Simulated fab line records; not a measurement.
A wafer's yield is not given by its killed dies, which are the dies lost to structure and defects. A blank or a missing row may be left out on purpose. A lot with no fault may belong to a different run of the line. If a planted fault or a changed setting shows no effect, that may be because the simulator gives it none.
fab line records	flow sky130
record: lots: 13	wafers: 39	last_day: 50
route steps=708 shown FIELD_ISO@3 PWDE@54 NWELL@67 VT_ADJUST_HVTP@92
lots that met no fault: from a run of the same line without faults
start_h: start of the lot's first displayed wafer, in hours after the record's first day	wait_h: how many hours have passed since the lot's step before this one	" identical to the entry in the row above	L1.1+2: one row covering several wafers at once	- no value, or no start given	* or withheld: withheld	< > ~ a bound
route shown NAME@n: a module of which the file shows steps, and the number in the route of the first	usual: mean/standard deviation taken from wafers without a fault	same: alike in all rows	chamber/n: place in a boat	sites: the reading at each site	_std_site: their standard deviation	_edge_site: inner sites' mean taken away from outer sites' mean	radius_mm: for every site, how far away it sits from the centre of the wafer	mask NAME#n: copy n	behind: the most recent tool/chamber to have shaped the wafer	hold: why the lot was held/for how many hours/how that ended	device: whichever transistor did not switch (one of n, p or np)	end of line: the same wafers' tests at the end of the route	where a step has no rows: the recipe by itself	killed: dies that structure and defects cost at the first sort, which is not the same as the wafer's yield	map: a wafer's dies, x killed, . not, _ none there
set.NAME: the run value of the setting; set.NAME@STEP: its run value at that earlier step	model.NAME: the simulator's own value behind a step, which no gauge read
one table for each step of the route and one row for each wafer, over a sample of lots
services: when a tool's chamber went out of use (start_h, in hours from the record's first day, below 0 if earlier), for how many hours, and the reason
== steps ==
step: SKY_FIELD_ISO_THK_MEAS_02
recipe: reads: SiO2_of_FIELD_ISO_OXIDATION_01
usual: FIELD_ISO_OXIDATION_00_THK: 12.05/0.25
lot.wafer	tool	chamber	start_h	wait_h	FIELD_ISO_OXIDATION_00_THK[nm]
L111.3	film_metro-02	-	17.37	0.0	12.37
L111.5	"	-	"	"	12.00
L111.6	"	-	"	"	12.09
L114.1	film_metro-04	-	32.86	0.0	12.31
L114.4	"	-	"	"	12.09
L114.6	"	-	"	"	12.10
L116.2	film_metro-04	-	42.17	0.0	11.95
L116.3	"	-	"	"	11.82
L116.4	"	-	"	"	12.11
L117.3	film_metro-03	-	48.03	0.0	12.61
L117.4	"	-	"	"	12.17
L117.6	"	-	"	"	12.35
L120.4	film_metro-04	-	63.57	0.0	11.83
L120.5	"	-	"	"	11.86
L120.6	"	-	"	"	11.83
L121.1	film_metro-02	-	67.98	0.0	11.92
L121.2	"	-	"	"	12.26
L121.6	"	-	"	"	11.94
L126.1	film_metro-04	-	93.55	0.0	12.08
L126.4	"	-	"	"	12.29
L126.5	"	-	"	"	12.15
L127.2	film_metro-02	-	96.64	0.0	11.95
L127.5	"	-	"	"	11.59
L127.6	"	-	"	"	11.86
L128.1	film_metro-04	-	102.80	0.0	12.06
L128.4	"	-	"	"	12.23
L128.6	"	-	"	"	12.08
L129.2	film_metro-03	-	106.96	0.0	11.48
L129.4	"	-	"	"	11.50
L129.6	"	-	"	"	11.61
L130.3	film_metro-02	-	112.83	0.0	11.59
L130.4	"	-	"	"	11.67
L130.5	"	-	"	"	11.69
L132.1	film_metro-03	-	124.94	0.0	11.77
L132.2	"	-	"	"	11.87
L132.5	"	-	"	"	11.87
L133.1	film_metro-04	-	129.35	0.0	12.11
L133.3	"	-	"	"	11.89
L133.4	"	-	"	"	12.04
step: SKY_PWDE_STRIP_09
recipe: chemistry: O2/N2	power_w: 1400	pressure_mtorr: 1500	platen_temp_c: withheld	o2_flow_sccm: 3000	n2_flow_sccm: 300	overash_fraction: 0.5
usual: drypump_motor_current_A: 5.7/0.43	oes_product_au: 0.722/0.0051	strip_time_to_endpoint_s: 36.88/0.088
lot.wafer	tool	chamber	start_h	wait_h	drypump_motor_current_A	oes_product_au	rf_hours_counter_h	strip_time_to_endpoint_s
L111.3	plasma_asher-02	1	73.73	0.1	5.5	0.721	-	36.87
L111.5	"	1	"	"	5.5	0.718	-	37.05
L111.6	"	0	"	"	5.0	0.719	-	36.84
L114.1	plasma_asher-03	1	94.10	0.1	6.4	0.712	41	36.93
L114.4	"	0	"	"	5.8	0.724	-	36.92
L114.6	"	1	"	"	6.5	0.726	-	36.86
L116.2	plasma_asher-01	1	104.80	0.1	5.5	0.728	30	36.70
L116.3	"	1	"	"	5.5	0.722	-	36.75
L116.4	"	0	"	"	5.9	0.717	-	36.68
L117.3	plasma_asher-03	1	110.63	0.1	6.5	0.722	-	36.88
L117.4	"	0	"	"	5.8	0.727	-	36.82
L117.6	"	1	"	"	6.5	0.727	-	36.90
L120.4	plasma_asher-01	1	127.18	0.1	5.5	0.719	-	37.01
L120.5	"	1	"	"	5.5	0.722	-	36.97
L120.6	"	0	"	"	5.9	0.721	-	36.96
L121.1	plasma_asher-01	1	131.44	0.1	5.5	0.934	33	-
L121.2	"	0	"	"	5.9	0.929	33	-
L121.6	"	0	"	"	6.0	0.927	-	-
L126.1	plasma_asher-02	1	158.55	0.1	5.5	0.727	4	36.78
L126.4	"	0	"	"	5.0	0.725	-	36.76
L126.5	"	1	"	"	5.5	0.723	-	36.67
L127.2	plasma_asher-03	0	166.50	0.1	5.8	0.721	48	36.95
L127.5	"	0	"	"	5.8	0.714	-	36.88
L127.6	"	1	"	"	6.5	0.727	-	37.01
L128.1	plasma_asher-02	1	174.39	0.1	5.5	0.733	5	36.91
L128.4	"	1	"	"	5.5	0.720	-	36.83
L128.6	"	1	"	"	5.5	0.724	-	36.92
L129.2	plasma_asher-02	0	178.70	0.1	5.0	0.724	6	36.79
L129.4	"	1	"	"	5.5	0.721	-	36.88
L129.6	"	0	"	"	5.0	0.730	-	36.80
L130.3	plasma_asher-01	1	182.84	0.1	5.5	0.726	-	36.91
L130.4	"	0	"	"	5.9	0.723	-	36.82
L130.5	"	1	"	"	5.5	0.728	-	36.94
L132.1	plasma_asher-03	0	193.55	0.1	5.8	0.725	50	36.94
L132.2	"	1	"	"	6.5	0.719	50	36.89
L132.5	"	1	"	"	6.4	0.722	-	36.95
L133.1	plasma_asher-02	1	200.95	0.1	5.5	0.721	8	36.79
L133.3	"	0	"	"	5.0	0.721	-	36.76
L133.4	"	1	"	"	5.5	0.720	-	36.84
step: SKY_NWELL_STRIP_14
recipe: chemistry: O2/N2	power_w: 1400	pressure_mtorr: 1500	platen_temp_c: withheld	o2_flow_sccm: 3000	n2_flow_sccm: 300	overash_fraction: 0.5
usual: drypump_motor_current_A: 5.9/0.44	oes_product_au: 0.722/0.0046	strip_time_to_endpoint_s: 36.90/0.12
lot.wafer	tool	chamber	start_h	wait_h	drypump_motor_current_A	oes_product_au	rf_hours_counter_h	strip_time_to_endpoint_s
L111.3	plasma_asher-04	0	91.39	0.1	6.2	0.717	-	36.70
L111.5	"	0	"	"	6.2	0.731	-	36.63
L111.6	"	1	"	"	5.2	0.721	-	36.78
L114.1	plasma_asher-04	1	112.95	0.1	5.2	0.730	45	36.79
L114.4	"	1	"	"	5.2	0.718	-	36.88
L114.6	"	1	"	"	5.2	0.722	-	36.72
L116.2	plasma_asher-03	1	123.40	0.1	6.5	0.721	44	36.87
L116.3	"	0	"	"	5.8	0.725	-	36.72
L116.4	"	1	"	"	6.5	0.725	-	36.76
L117.3	plasma_asher-03	1	129.09	0.1	6.4	0.719	-	36.90
L117.4	"	0	"	"	5.8	0.721	-	36.97
L117.6	"	1	"	"	6.5	0.728	-	36.78
L120.4	plasma_asher-04	0	146.28	0.1	6.1	0.726	-	36.96
L120.5	"	0	"	"	6.1	0.730	-	37.00
L120.6	"	1	"	"	5.2	0.726	-	37.03
L121.1	plasma_asher-03	1	150.55	0.1	6.5	0.725	46	60.70
L121.2	"	0	"	"	5.8	0.728	46	60.79
L121.6	"	1	"	"	6.5	0.728	-	60.76
L126.1	plasma_asher-04	1	179.91	0.1	5.2	0.726	51	37.12
L126.4	"	1	"	"	5.2	0.715	-	37.08
L126.5	"	0	"	"	6.2	0.726	-	37.15
L127.2	plasma_asher-01	0	187.75	0.1	5.9	0.719	38	36.82
L127.5	"	1	"	"	5.5	0.715	-	36.77
L127.6	"	0	"	"	6.0	0.725	-	36.81
L128.1	plasma_asher-04	1	195.76	0.1	5.2	0.723	53	36.84
L128.4	"	1	"	"	5.2	0.722	-	36.81
L128.6	"	0	"	"	6.2	0.717	-	36.80
L129.2	plasma_asher-01	1	200.60	0.1	5.5	0.729	39	36.76
L129.4	"	0	"	"	5.9	0.724	-	36.87
L129.6	"	1	"	"	5.5	0.719	-	36.86
L130.3	plasma_asher-04	1	205.14	0.1	5.2	0.717	-	36.94
L130.4	"	0	"	"	6.2	0.722	-	37.07
L130.5	"	1	"	"	5.2	0.722	-	36.94
L132.1	plasma_asher-03	1	216.60	0.1	6.4	0.728	53	36.65
L132.2	"	0	"	"	5.8	0.715	53	36.61
L132.5	"	0	"	"	5.8	0.727	-	36.78
L133.1	plasma_asher-03	1	223.50	0.1	6.5	0.721	53	37.02
L133.3	"	1	"	"	6.5	0.728	-	36.92
L133.4	"	0	"	"	5.8	0.723	-	36.92
step: SKY_NWELL_TW_MEAS_15
usual: NWELL_TW: 1812/10
lot.wafer	tool	chamber	start_h	wait_h	NWELL_TW
L111.3	film_metro-04	-	91.47	0.1	1832
L111.5	"	-	"	"	1816
L111.6	"	-	"	"	1820
L114.1	film_metro-01	-	113.05	0.1	1836
L114.4	"	-	"	"	1811
L114.6	"	-	"	"	1826
L116.2	film_metro-04	-	123.51	0.1	1810
L116.3	"	-	"	"	1812
L116.4	"	-	"	"	1813
L117.3	film_metro-02	-	129.17	0.1	1815
L117.4	"	-	"	"	1814
L117.6	"	-	"	"	1812
L120.4	film_metro-04	-	146.38	0.1	1813
L120.5	"	-	"	"	1810
L120.6	"	-	"	"	1818
L121.1	film_metro-01	-	150.65	0.1	30
L121.2	"	-	"	"	30
L121.6	"	-	"	"	30
L126.1	film_metro-01	-	180.01	0.1	1821
L126.4	"	-	"	"	1828
L126.5	"	-	"	"	1815
L127.2	film_metro-01	-	187.86	0.1	1810
L127.5	"	-	"	"	1816
L127.6	"	-	"	"	1808
L128.1	film_metro-04	-	195.86	0.1	1825
L128.4	"	-	"	"	1826
L128.6	"	-	"	"	1812
L129.2	film_metro-01	-	200.71	0.1	1818
L129.4	"	-	"	"	1825
L129.6	"	-	"	"	1812
L130.3	film_metro-02	-	205.22	0.1	1812
L130.4	"	-	"	"	1800
L130.5	"	-	"	"	1805
L132.1	film_metro-04	-	216.70	0.1	1812
L132.2	"	-	"	"	1808
L132.5	"	-	"	"	1815
L133.1	film_metro-02	-	223.60	0.1	1798
L133.3	"	-	"	"	1804
L133.4	"	-	"	"	1802
step: SKY_NWELL_TW_MEAS_26
usual: NWELL_2_TW: 491/3.2
lot.wafer	tool	chamber	start_h	wait_h	NWELL_2_TW
L111.3	film_metro-02	-	109.37	0.1	489
L111.5	"	-	"	"	492
L111.6	"	-	"	"	490
L114.1	film_metro-02	-	131.80	0.1	489
L114.4	"	-	"	"	491
L114.6	"	-	"	"	490
L116.2	film_metro-04	-	142.71	0.1	493
L116.3	"	-	"	"	490
L116.4	"	-	"	"	491
L117.3	film_metro-01	-	148.68	0.1	494
L117.4	"	-	"	"	492
L117.6	"	-	"	"	492
L120.4	film_metro-01	-	166.98	0.1	494
L120.5	"	-	"	"	495
L120.6	"	-	"	"	493
L121.1	film_metro-01	-	171.05	0.1	491
L121.2	"	-	"	"	494
L121.6	"	-	"	"	491
L126.1	film_metro-02	-	201.75	0.1	491
L126.4	"	-	"	"	491
L126.5	"	-	"	"	490
L127.2	film_metro-04	-	209.82	0.1	492
L127.5	"	-	"	"	494
L127.6	"	-	"	"	495
L128.1	film_metro-01	-	217.35	0.1	486
L128.4	"	-	"	"	489
L128.6	"	-	"	"	487
L129.2	film_metro-01	-	223.20	0.1	487
L129.4	"	-	"	"	487
L129.6	"	-	"	"	486
L130.3	film_metro-02	-	226.71	0.1	486
L130.4	"	-	"	"	488
L130.5	"	-	"	"	488
L132.1	film_metro-01	-	239.06	0.1	486
L132.2	"	-	"	"	486
L132.5	"	-	"	"	486
L133.1	film_metro-04	-	246.31	0.1	492
L133.3	"	-	"	"	492
L133.4	"	-	"	"	493
step: SKY_VT_ADJUST_HVTP_CD_MEAS_07
recipe: target_cd_nm: 380
usual: cd_nm: 380.3/2.7
lot.wafer	tool	chamber	start_h	wait_h	cd_nm
L111.3	cd_sem-01	-	127.90	0.1	377.2
L111.5	"	-	"	"	378.7
L111.6	"	-	"	"	379.5
L114.1	cd_sem-01	-	151.17	0.1	378.7
L114.4	"	-	"	"	378.7
L114.6	"	-	"	"	380.0
L116.2	cd_sem-01	-	163.24	0.1	381.9
L116.3	"	-	"	"	381.7
L116.4	"	-	"	"	382.1
L117.3	cd_sem-01	-	169.42	0.1	382.3
L117.4	"	-	"	"	382.1
L117.6	"	-	"	"	380.5
L120.4	cd_sem-02	-	188.52	0.1	386.3
L120.5	"	-	"	"	386.2
L120.6	"	-	"	"	386.4
L121.1	cd_sem-02	-	191.76	0.1	379.7
L121.2	"	-	"	"	380.7
L121.6	"	-	"	"	377.4
L126.1	cd_sem-02	-	224.03	0.1	376.9
L126.4	"	-	"	"	379.2
L126.5	"	-	"	"	379.4
L127.2	cd_sem-01	-	231.89	0.1	384.7
L127.5	"	-	"	"	379.6
L127.6	"	-	"	"	380.5
L128.1	cd_sem-01	-	239.92	0.1	377.0
L128.4	"	-	"	"	378.3
L128.6	"	-	"	"	378.6
L129.2	cd_sem-02	-	246.64	0.1	380.1
L129.4	"	-	"	"	380.9
L129.6	"	-	"	"	381.3
L130.3	cd_sem-02	-	249.82	0.1	376.4
L130.4	"	-	"	"	376.5
L130.5	"	-	"	"	372.2
L132.1	cd_sem-02	-	262.57	0.1	383.5
L132.2	"	-	"	"	381.6
L132.5	"	-	"	"	382.0
L133.1	cd_sem-01	-	270.67	0.1	374.0
L133.3	"	-	"	"	373.6
L133.4	"	-	"	"	375.3
== services ==
tool	chamber	start_h	hours	kind
plasma_asher-01	-	63.79	1.7	repair
plasma_asher-04	-	65.53	1.0	repair
plasma_asher-03	-	102.92	1.3	repair
plasma_asher-02	-	108.75	9.0	pm
plasma_asher-02	0	108.75	9.0	vent_cycle
plasma_asher-02	1	108.75	9.0	vent_cycle
plasma_asher-02	0	117.75	-	clean
plasma_asher-02	1	117.75	-	clean
plasma_asher-03	-	155.75	0.5	repair
== key ==
first_sign: step: SKY_PWDE_STRIP_09	reading: oes_product_au	direction: up	sigmas: 40	usual: 0.722	struck: 0.930
effect: step: SKY_NWELL_STRIP_14	reading: strip_time_to_endpoint_s	direction: up	sigmas: 99+	usual: *	struck: *
effect: step: SKY_NWELL_TW_MEAS_15	reading: NWELL_TW	direction: down	sigmas: 99+	usual: 1812	struck: 30
met_at SKY_PWDE_STRIP_09
struck_lots L121
sort_left_out L121.1,L121.2,L121.6
tester_left_out L121
not_acting_at SKY_FIELD_ISO_THK_MEAS_02,SKY_NWELL_TW_MEAS_26,SKY_VT_ADJUST_HVTP_CD_MEAS_07
onset_between 127.18 131.44
fault: kind: strip_aborted	tool: plasma_asher-01	chamber: -	onset_h: 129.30	steps: SKY_PWDE_STRIP_09	offset: 0.76462	end_h: 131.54
tester_left_out: of these lots the tester's yield and bins aren't shown, on N5 and GAA mostly nor the transistor test; their killed dies are dies lost to structure and defects alone, not to doping, threshold or leakage, so they don't give the yield
sort_left_out: the simulated sort isn't trusted on such a fault, so these wafers' sort isn't shown, and their yield isn't known
